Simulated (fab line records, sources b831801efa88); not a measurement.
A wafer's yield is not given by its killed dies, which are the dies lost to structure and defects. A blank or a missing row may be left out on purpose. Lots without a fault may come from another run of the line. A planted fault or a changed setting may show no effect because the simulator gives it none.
fab line records	flow sky130
record: lots: 7	wafers: 19	last-day: 51
route steps=708 shown CONTACT@418 METAL1@434 PAD_OPEN@708
lots that met no fault: from a run of the same line without faults
start-h: hours from the record's first day to the start of the lot's first wafer shown	wait-h: time in hours since the lot's previous step	" as in the row above	L1.1+2: a single row standing in for several wafers	- no value present, or no start provided	* or withheld: withheld	< > ~ a bound
route shown NAME@n: NAME is a module with steps in the file, n the number in the route of the first one	usual: mean/standard deviation of fault-free wafers	same: alike in all rows	chamber/n: place in a boat	sites: readings site by site	_std_site: their standard deviation	_edge_site: outer sites' mean less inner sites'	radius-mm: for every site, how far away it sits from the centre of the wafer	mask NAME#n: copy n	behind: the last tool/chamber to shape the wafer	hold: what put the lot on hold/how long, in hours/how the hold closed	device: the n, p or np transistor that did not switch	end of line: tests of these same wafers at the route's end	for a step that has no rows: nothing shown but its recipe	killed: dies that structure and defects cost at the first sort, which is not the same as the wafer's yield	map: per-die view of a wafer (x killed, . not killed, _ where there is no die)
set.NAME: setting as actually run; set.NAME@STEP: the setting as run at that earlier step	model.NAME: the simulator's own value behind a step, which no gauge read
lots at some steps of the route; a table a step, a row a wafer
services: from which hour (start-h, from the record's first day; less than 0 if before it) a tool's chamber was out of use, for how many hours, and why
== steps ==
step: SKY_CONTACT_PEB_12
recipe: peb-temp-c: withheld	peb-time-s: withheld	resist: KrF-thick
step: SKY_CONTACT_DEVELOP_13
recipe: develop-time-s: 60	resist: KrF-thick	dev-temp-c: 21
step: SKY_CONTACT_CD_MEAS_14
recipe: target-cd-nm: 170
usual: cd-nm: 169.8/1.8
lot.wafer	tool	chamber	start-h	wait-h	cd-nm
L522.1	cd-sem-02	-	780.52	-	169.7
L522.2	"	-	"	"	169.9
L522.4	"	-	"	"	171.0
L524.4	cd-sem-02	-	793.17	-	169.2
L524.5	"	-	"	"	168.9
L524.6	"	-	"	"	168.8
L531.1	cd-sem-02	-	849.16	-	169.9
L531.2	"	-	"	"	169.9
L532.1	cd-sem-02	-	859.07	-	172.5
L532.5	"	-	"	"	172.1
L535.4	cd-sem-02	-	878.02	-	166.8
L535.5	"	-	"	"	167.6
L535.6	"	-	"	"	167.0
L540.1	cd-sem-01	-	910.61	-	170.9
L540.4	"	-	"	"	169.6
L540.5	"	-	"	"	172.1
L541.1	cd-sem-02	-	916.22	-	169.6
L541.2	"	-	"	"	171.4
L541.3	"	-	"	"	170.7
step: SKY_CONTACT_OVL_MEAS_15
usual: CONTACT_OVL: 1/6.1
lot.wafer	tool	chamber	start-h	wait-h	CONTACT_OVL[nm]
L522.1	overlay-01	-	780.64	0.1	1
L522.2	"	-	"	"	-2
L522.4	"	-	"	"	7
L524.4	overlay-01	-	793.24	0.1	5
L524.5	"	-	"	"	5
L524.6	"	-	"	"	1
L531.1	overlay-02	-	849.28	0.1	-7
L531.2	"	-	"	"	6
L532.1	overlay-01	-	859.19	0.1	-6
L532.5	"	-	"	"	-3
L535.4	overlay-01	-	878.09	0.1	-2
L535.5	"	-	"	"	3
L535.6	"	-	"	"	6
L540.1	overlay-01	-	910.73	0.1	9
L540.4	"	-	"	"	9
L540.5	"	-	"	"	8
L541.1	overlay-02	-	916.34	0.1	-3
L541.2	"	-	"	"	2
L541.3	"	-	"	"	-4
step: SKY_CONTACT_ETCH_16
recipe: chemistry: N2/H2	target: BARC	ion-energy-ev: 200	source-w: 500	bias-w: 100	pressure-mtorr: 30	n2-flow-sccm: 100	h2-flow-sccm: 200	stop-on: SiO2	time-s: 45.9	target-depth-a: 600
usual: drypump-motor-current-A: 5.9/0.61	oes-product-au: 0.855/0.0046	rf-fwd-power-W: 494.6/2.2	throttle-valve-pct: 13.224/0.0089
lot.wafer	tool	chamber	start-h	wait-h	drypump-motor-current-A	oes-product-au	rf-fwd-power-W	rf-hours-counter-h	throttle-valve-pct
L522.1	rie-diel-03	1	780.67	0.0	6.3	0.857	498.5	20	13.236
L522.2	"	0	"	"	6.8	0.857	492.7	8	13.209
L522.4	"	3	"	"	4.9	0.844	491.9	11	13.229
L524.4	rie-diel-03	2	793.26	0.0	5.9	0.862	498.8	36	13.221
L524.5	"	1	"	"	6.2	0.854	493.1	-	13.225
L524.6	"	2	"	"	5.9	0.856	499.1	-	13.231
L531.1	rie-diel-04	0	849.31	0.0	4.9	0.852	491.5	7	13.214
L531.2	"	3	"	"	6.7	0.848	496.9	6	13.226
L532.1	rie-diel-02	0	859.22	0.0	6.5	0.851	491.9	26	13.226
L532.5	"	3	"	"	5.4	0.853	494.9	-	13.212
L535.4	rie-diel-04	2	878.11	0.0	6.5	0.854	492.9	18	13.230
L535.5	"	1	"	"	6.0	0.857	494.5	-	13.222
L535.6	"	0	"	"	4.9	0.857	487.5	-	13.232
L540.1	rie-diel-04	2	910.77	0.0	6.5	0.852	490.7	19	13.217
L540.4	"	1	"	"	6.0	0.860	493.7	12	13.243
L540.5	"	1	"	"	6.0	0.854	494.1	-	13.223
L541.1	rie-diel-03	1	916.37	0.0	6.3	0.854	495.2	24	13.232
L541.2	"	2	"	"	5.9	0.854	495.1	3	13.234
L541.3	"	0	"	"	6.8	0.852	496.5	14	13.238
step: SKY_CONTACT_ETCH_17
recipe: target: SiO2	chemistry: C4F8/O2/Ar	stop-on: Si3N4	mask-material: KrF-thick	source-w: 1500	bias-w: 1200	pressure-mtorr: 40	c4f8-flow-sccm: withheld	O2_flow_sccm: 6	Ar_flow_sccm: 300	time-s: withheld	target-depth-a: 3400
step: SKY_CONTACT_ETCH_18
recipe: target: Si3N4	chemistry: CHF3/O2	stop-on: TiN	source-w: 600	bias-w: 200	pressure-mtorr: 40	chf3-flow-sccm: 50	O2_flow_sccm: 5	time-s: 39	target-depth-a: 750
usual: drypump-motor-current-A: 5.9/0.61	oes-product-au: 0.855/0.0073	rf-fwd-power-W: 592.8/2.9	throttle-valve-pct: 8.794/0.0097
lot.wafer	tool	chamber	start-h	wait-h	drypump-motor-current-A	oes-product-au	rf-fwd-power-W	rf-hours-counter-h	throttle-valve-pct
L522.1	rie-diel-03	1	-	-	6.3	0.849	592.0	20	8.803
L522.2	"	0	"	"	6.8	0.853	591.8	8	8.809
L522.4	"	3	"	"	4.9	0.866	591.8	11	8.782
L524.4	rie-diel-03	2	-	-	5.9	0.859	594.8	36	8.781
L524.5	"	1	"	"	6.2	0.860	595.5	-	8.791
L524.6	"	2	"	"	5.9	0.853	594.9	-	8.799
L531.1	rie-diel-04	0	-	-	4.9	0.835	589.7	7	8.783
L531.2	"	3	"	"	6.7	0.844	593.8	6	8.795
L532.1	rie-diel-02	0	-	-	6.5	0.852	590.2	26	8.791
L532.5	"	3	"	"	5.4	0.852	591.2	-	8.791
L535.4	rie-diel-04	2	-	-	6.6	0.870	589.6	18	8.794
L535.5	"	1	"	"	6.0	0.859	590.1	-	8.793
L535.6	"	0	"	"	4.8	0.864	588.6	-	8.803
L540.1	rie-diel-04	2	-	-	6.5	0.842	590.2	19	8.790
L540.4	"	1	"	"	6.0	0.857	593.9	12	8.795
L540.5	"	1	"	"	6.0	0.857	592.1	-	8.791
L541.1	rie-diel-03	1	-	-	6.3	0.854	591.6	24	8.795
L541.2	"	2	"	"	5.9	0.855	593.5	3	8.794
L541.3	"	0	"	"	6.7	0.855	589.9	14	8.803
step: SKY_CONTACT_STRIP_19
recipe: chemistry: O2/N2	power-w: 1400	pressure-mtorr: 1500	platen-temp-c: withheld	o2-flow-sccm: 3000	n2-flow-sccm: 300	overash-fraction: 0.5
usual: drypump-motor-current-A: 5.5/0.4	oes-product-au: 0.381/0.0046	strip-time-to-endpoint-s: 3.633/0.023
lot.wafer	tool	chamber	start-h	wait-h	drypump-motor-current-A	oes-product-au	rf-hours-counter-h	strip-time-to-endpoint-s
L522.1	plasma-asher-03	1	780.81	-	5.2	0.382	38	3.635
L522.2	"	0	"	"	5.4	0.378	38	3.631
L522.4	"	1	"	"	5.2	0.379	-	3.628
L524.4	plasma-asher-01	0	793.43	-	5.9	0.378	-	3.611
L524.5	"	1	"	"	5.1	0.380	-	3.622
L524.6	"	0	"	"	6.0	0.376	-	3.616
L531.1	plasma-asher-04	0	849.44	-	5.3	0.380	93	3.649
L531.2	"	1	"	"	6.2	0.379	93	3.648
L532.1	plasma-asher-03	0	859.36	-	5.4	0.381	46	3.593
L532.5	"	1	"	"	5.2	0.375	-	3.597
L535.4	plasma-asher-04	0	878.28	-	5.3	0.385	-	3.646
L535.5	"	1	"	"	6.1	0.387	-	3.617
L535.6	"	0	"	"	5.3	0.391	-	3.655
L540.1	plasma-asher-04	0	910.90	-	5.2	0.381	100	3.615
L540.4	"	0	"	"	5.2	0.376	-	3.607
L540.5	"	1	"	"	6.1	0.377	-	3.612
L541.1	plasma-asher-04	1	916.51	-	6.1	0.374	100	3.650
L541.2	"	0	"	"	5.2	0.379	100	3.566
L541.3	"	0	"	"	5.2	0.375	-	3.610
step: SKY_CONTACT_STRIP_20
recipe: chemistry: post-etch-residue-remover	time-s: 1200	temp-c: 72.5
step: SKY_CONTACT_CLEAN_21
recipe: chemistry: IPA	time-s: 180	temp-c: 25
step: SKY_CONTACT_CLEAN_22
recipe: chemistry: O3/DIW	dry: n2-spin
step: SKY_CONTACT_SPUTTER_23
recipe: material: TiN	target-thk-nm: 20	chamber-pressure-pa: 5	power-w: 4000	time-s: 80
usual: throttle-valve-pct: 29.8/1.5
lot.wafer	tool	chamber	start-h	wait-h	throttle-valve-pct
L522.1	pvd-sputter-03	-	781.40	0.0	29.6
L522.2	"	-	"	"	28.2
L522.4	"	-	"	"	31.7
L524.4	pvd-sputter-04	-	793.99	0.0	30.5
L524.5	"	-	"	"	30.7
L524.6	"	-	"	"	30.6
L531.1	pvd-sputter-03	-	850.04	0.0	29.1
L531.2	"	-	"	"	29.5
L532.1	pvd-sputter-02	-	860.01	0.0	29.0
L532.5	"	-	"	"	33.0
L535.4	pvd-sputter-04	-	878.87	0.0	28.6
L535.5	"	-	"	"	31.7
L535.6	"	-	"	"	30.6
L540.1	pvd-sputter-04	-	911.53	0.0	31.9
L540.4	"	-	"	"	30.3
L540.5	"	-	"	"	31.5
L541.1	pvd-sputter-03	-	917.13	0.0	28.1
L541.2	"	-	"	"	31.6
L541.3	"	-	"	"	29.8
step: SKY_CONTACT_CVD_24
recipe: material: W	target-thk-nm: 340	time-s: 102.12	temp-c: 400	pressure-torr: 40
usual: chamber-pressure-Torr: 39.97/0.085	heater-power-w: 905/95
lot.wafer	tool	chamber	start-h	wait-h	chamber-pressure-Torr	heater-power-w	model.W_of_CONTACT_CVD_24.thk-nm
L522.1	cvd-w-02	0	781.46	0.0	39.90	844	340.9
L522.2	"	1	"	"	39.73	1058	337.7
L522.4	"	1	"	"	40.03	1039	338
L524.4	cvd-w-01	0	794.09	0.1	40.00	853	347.1
L524.5	"	1	"	"	40.03	881	343.8
L524.6	"	0	"	"	39.97	835	344.8
L531.1	cvd-w-02	1	850.10	0.0	40.03	1055	337.9
L531.2	"	0	"	"	39.98	831	613.7
L532.1	cvd-w-02	0	860.07	0.0	39.88	845	333.6
L532.5	"	0	"	"	39.98	836	605.4
L535.4	cvd-w-02	1	878.96	0.1	39.83	1059	338.5
L535.5	"	1	"	"	39.82	1083	615.3
L535.6	"	0	"	"	39.97	821	340.9
L540.1	cvd-w-01	1	911.59	0.0	40.02	916	338.9
L540.4	"	1	"	"	39.97	903	341.2
L540.5	"	1	"	"	39.94	869	337.6
L541.1	cvd-w-01	1	917.20	0.0	39.98	899	341.3
L541.2	"	0	"	"	39.97	818	351.8
L541.3	"	1	"	"	39.99	919	346
step: SKY_CONTACT_RS_MEAS_25
recipe: thk-meas-gauge: four-point-probe	reads: W_of_CONTACT_CVD_24+TiN_of_CONTACT_SPUTTER_23
usual: CONTACT_W_RS: 0.338/0.0036
lot.wafer	tool	chamber	start-h	wait-h	hold	CONTACT_W_RS[ohm/sq]
L522.1	film-metro-04	-	781.57	0.1	-	0.337
L522.2	"	-	"	"	-	0.339
L522.4	"	-	"	"	-	0.339
L524.4	film-metro-04	-	794.26	0.1	-	0.330
L524.5	"	-	"	"	-	0.334
L524.6	"	-	"	"	-	0.332
L531.1	film-metro-04	-	850.21	0.1	await-dispo/0.2h/release	0.340
L531.2	"	-	"	"	await-dispo/0.2h/release	0.186
L531.1	film-metro-04	-	850.53	0.3	-	0.339
L531.2	"	-	"	"	-	0.186
L532.1	film-metro-03	-	860.19	0.1	await-dispo/0.2h/release	0.344
L532.5	"	-	"	"	await-dispo/0.2h/release	0.189
L532.1	film-metro-03	-	860.47	0.3	-	0.345
L532.5	"	-	"	"	-	0.189
L535.4	film-metro-03	-	879.10	0.1	await-dispo/0.2h/release	0.339
L535.5	"	-	"	"	await-dispo/0.2h/release	0.186
L535.6	"	-	"	"	await-dispo/0.2h/release	0.337
L535.4	film-metro-03	-	879.39	0.3	-	0.339
L535.5	"	-	"	"	-	0.186
L535.6	"	-	"	"	-	0.337
L540.1	film-metro-03	-	911.70	0.1	-	0.338
L540.4	"	-	"	"	-	0.337
L540.5	"	-	"	"	-	0.340
L541.1	film-metro-04	-	917.31	0.1	-	0.335
L541.2	"	-	"	"	-	0.325
L541.3	"	-	"	"	-	0.331
step: SKY_CONTACT_THK_MEAS_26
recipe: thk-meas-gauge: xrf	reads: W_of_CONTACT_CVD_24
usual: CONTACT_W_THK: 358/4.9
lot.wafer	tool	chamber	start-h	wait-h	hold	CONTACT_W_THK[nm]
L522.1	film-metro-04	-	781.69	0.1	-	363
L522.2	"	-	"	"	-	360
L522.4	"	-	"	"	-	361
L524.4	film-metro-04	-	794.35	0.1	-	365
L524.5	"	-	"	"	-	364
L524.6	"	-	"	"	-	366
L531.1	film-metro-04	-	853.30	2.7	await-dispo/0.2h/release	353
L531.2	"	-	"	"	await-dispo/0.2h/release	-
L531.1	film-metro-04	-	853.52	0.2	-	354
L531.2	"	-	"	"	-	-
L532.1	film-metro-03	-	863.37	2.9	await-dispo/0.2h/release	352
L532.5	"	-	"	"	await-dispo/0.2h/release	-
L532.1	film-metro-03	-	863.60	0.2	-	353
L532.5	"	-	"	"	-	-
L535.4	film-metro-03	-	881.75	2.3	await-dispo/0.2h/release	360
L535.5	"	-	"	"	await-dispo/0.2h/release	-
L535.6	"	-	"	"	await-dispo/0.2h/release	364
L535.4	film-metro-03	-	881.99	0.2	-	360
L535.5	"	-	"	"	-	-
L535.6	"	-	"	"	-	361
L540.1	film-metro-03	-	911.82	0.1	-	356
L540.4	"	-	"	"	-	358
L540.5	"	-	"	"	-	356
L541.1	film-metro-04	-	917.43	0.1	-	361
L541.2	"	-	"	"	-	375
L541.3	"	-	"	"	-	369
step: SKY_CONTACT_CMP_27
recipe: stop-on: SiO2	t-overpolish-s: 15	down-force-psi: 3.5	platen-rpm: 60	target-thk-nm: 0	pad-velocity-m-s: 0.94248
usual: motor-current-A: 11.1/1.2	time-to-endpoint-s: 82.0/2.9
lot.wafer	tool	chamber	start-h	wait-h	hold	motor-current-A	time-to-endpoint-s
L522.1	cmp-01	1	781.79	0.1	-	10.5	79.0
L522.4	"	2	"	"	-	12.0	80.9
L522.2	"	0	"	"	-	10.3	80.2
L524.4	cmp-02	3	794.48	0.1	-	12.5	83.4
L524.6	"	1	"	"	-	12.1	84.6
L524.5	"	2	"	"	-	12.4	85.2
L531.2	cmp-01	2	856.06	2.5	await-dispo/2.4h/release	12.0	144.9
L531.1	"	3	"	"	await-dispo/2.4h/release	10.3	83.9
L532.1	cmp-01	3	865.10	1.5	await-dispo/1.4h/release	10.7	81.5
L532.5	"	0	"	"	await-dispo/1.4h/release	10.0	139.7
L535.4	cmp-01	1	884.36	2.4	await-dispo/1.7h/release	10.5	83.7
L535.6	"	0	"	"	await-dispo/1.7h/release	10.3	83.3
L535.5	"	1	"	"	await-dispo/1.7h/release	10.4	150.7
L540.1	cmp-02	1	911.93	0.1	-	12.7	82.7
L540.4	"	2	"	"	-	11.6	85.9
L540.5	"	1	"	"	-	12.7	81.4
L541.2	cmp-02	3	917.49	0.0	-	11.8	87.9
L541.1	"	1	"	"	-	12.4	83.1
L541.3	"	2	"	"	-	12.1	87.4
step: SKY_METAL1_SPUTTER_00
recipe: material: Ti	target-thk-nm: 15	power-w: 3000	time-s: 10	chamber-pressure-pa: 0.4
usual: throttle-valve-pct: 30.0/1.1
lot.wafer	tool	chamber	start-h	wait-h	throttle-valve-pct
L522.1	pvd-sputter-01	-	782.09	0.2	30.6
L522.2	"	-	"	"	30.1
L522.4	"	-	"	"	30.6
L524.4	pvd-sputter-03	-	794.68	0.1	29.6
L524.5	"	-	"	"	29.6
L524.6	"	-	"	"	28.6
L531.1	pvd-sputter-04	-	856.36	0.2	28.6
L531.2	"	-	"	"	30.4
L532.1	pvd-sputter-01	-	865.40	0.2	28.1
L532.5	"	-	"	"	28.3
L535.4	pvd-sputter-03	-	884.61	0.2	31.5
L535.5	"	-	"	"	29.2
L535.6	"	-	"	"	28.4
L540.1	pvd-sputter-03	-	912.18	0.2	29.3
L540.4	"	-	"	"	31.6
L540.5	"	-	"	"	29.7
L541.1	pvd-sputter-01	-	917.79	0.1	27.8
L541.2	"	-	"	"	30.6
L541.3	"	-	"	"	31.0
step: SKY_PAD_OPEN_PROBE_99
usual: killed_at_M0_to_M3: 43/6.9	killed_at_M4_up: 3.2/1.6	killed-at-contacts: 25/5.1	killed-at-front-end: 16/4.5	killed-at-other: 0.3/0.68	killed-dies: 87/8.9	killed-open: 48/6.9	killed-short: 39/6.3
same: gross-dies: 492	killed-at-back-side: 0
lot.wafer	tool	chamber	start-h	wait-h	killed_at_M0_to_M3	killed_at_M4_up	killed-at-contacts	killed-at-front-end	killed-at-other	killed-dies	killed-open	killed-short
L522.1	prober-02	-	1119.54	0.1	46	4	28	11	0	89	51	38
L522.2	prober-02	-	1119.59	0.1	49	5	25	11	0	90	42	48
L522.4	prober-02	-	1119.69	0.2	49	4	21	11	0	85	53	32
L531.1	prober-02	-	1170.49	0.1	26	4	33	15	1	79	44	34
L531.2	prober-02	-	1170.54	0.1	48	4	16	14	1	83	43	39
L532.5	prober-01	-	1178.04	0.2	53	6	23	16	1	99	56	42
killed by level:class
L522.1 VIA1:geometric-particle:open=12 CONTACT:geometric-particle:open=10 LI_CONTACT:geometric-particle:short=7 VIA3:geometric-particle:open=7 LOCAL_INTERCONNECT:geometric-particle:short=6 METAL2:geometric-particle:short=6 VIA1:geometric-particle:short=4 VIA2:geometric-particle:short=4
L522.2 VIA1:geometric-particle:open=9 METAL2:geometric-particle:short=8 LOCAL_INTERCONNECT:geometric-particle:short=7 LI_CONTACT:geometric-particle:open=6 CONTACT:geometric-particle:open=6 VIA2:geometric-particle:open=6 METAL1:geometric-particle:short=5 VIA2:geometric-particle:short=5
L522.4 VIA1:geometric-particle:open=11 VIA3:geometric-particle:open=11 CONTACT:geometric-particle:open=10 VIA2:geometric-particle:open=6 METAL2:geometric-particle:short=6 FIELD_ISO:geometric-particle:short=4 LI_CONTACT:geometric-particle:open=4 VIA1:geometric-particle:short=4
L531.1 CONTACT:geometric-particle:open=10 CONTACT:geometric-particle:short=9 LI_CONTACT:geometric-particle:open=7 VIA2:geometric-particle:open=7 VIA1:geometric-particle:open=5 FIELD_ISO:geometric-particle:short=4 LOCAL_INTERCONNECT:geometric-particle:short=4 METAL1:geometric-particle:short=4
L531.2 VIA1:geometric-particle:open=12 METAL1:geometric-particle:short=9 CONTACT:geometric-particle:open=8 METAL2:geometric-particle:short=8 FIELD_ISO:geometric-particle:open=5 POLY_GATE:geometric-particle:open=5 VIA3:geometric-particle:short=5 CONTACT:geometric-particle:short=3
L532.5 VIA2:geometric-particle:open=10 CONTACT:geometric-particle:open=10 FIELD_ISO:geometric-particle:open=9 VIA1:geometric-particle:short=9 VIA1:geometric-particle:open=8 METAL1:geometric-particle:short=7 VIA3:geometric-particle:open=6 CONTACT:geometric-particle:short=4
== services ==
tool	chamber	start-h	hours	kind
plasma-asher-04	-	764.55	1.2	repair
cmp-02	-	775.01	7.7	pm
plasma-asher-03	-	791.15	0.8	repair
rie-diel-04	0	794.59	3.2	repair
rie-diel-02	1	810.69	11.2	repair
cmp-01	-	813.45	2.8	repair
rie-diel-03	2	820.37	-	clean
rie-diel-03	2	820.37	15.9	scheduled-down
rie-diel-03	2	820.37	15.9	vent-cycle
rie-diel-03	3	831.16	6.0	repair
rie-diel-03	1	831.94	8.2	repair
cmp-02	-	851.84	4.1	pm
rie-diel-04	2	866.07	10.3	repair
pvd-sputter-04	-	867.48	2.8	repair
rie-diel-03	1	868.48	3.6	repair
plasma-asher-01	-	881.08	1.8	repair
cvd-w-02	-	904.00	14.0	pm
cvd-w-02	0	904.00	14.0	vent-cycle
cvd-w-02	1	904.00	14.0	vent-cycle
rie-diel-02	0	904.76	2.7	repair
cvd-w-02	1	909.33	2.8	repair
cmp-02	-	909.76	1.3	repair
cmp-01	-	912.02	4.0	pm
rie-diel-04	1	917.45	14.3	repair
== key ==
first-sign: step: SKY_CONTACT_RS_MEAS_25	reading: visit	direction: added
effect: step: SKY_CONTACT_RS_MEAS_25	reading: CONTACT_W_RS	direction: down	sigmas: 42	usual: 0.338	struck: 0.187
effect: step: SKY_CONTACT_THK_MEAS_26	reading: visit	direction: added
effect: step: SKY_CONTACT_CMP_27	reading: time-to-endpoint-s	direction: up	sigmas: 22	usual: *	struck: *
model-effect: step: SKY_CONTACT_CVD_24	value: W_of_CONTACT_CVD_24.thk-nm	without: 337.1	struck: 611.5
met-at SKY_CONTACT_CVD_24
struck-wafers L531.2,L532.5,L535.5
tester-left-out L531,L532,L535
onset-between 781.46 850.10
fault: kind: process-parameter-drift	tool: cvd-w-02	chamber: -	onset-h: 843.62	steps: SKY_CONTACT_CVD_24	channel: target-thk-nm	offset: 274.3	shape: step	end-h: 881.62	scope: struck-wafers-only	acts-in: these-recipes-only	stated: 340
tester-left-out: of these lots the tester's yield and bins aren't shown, on N5 and GAA mostly nor the transistor test; their killed dies are dies lost to structure and defects alone, not to doping, threshold or leakage, so they don't give the yield
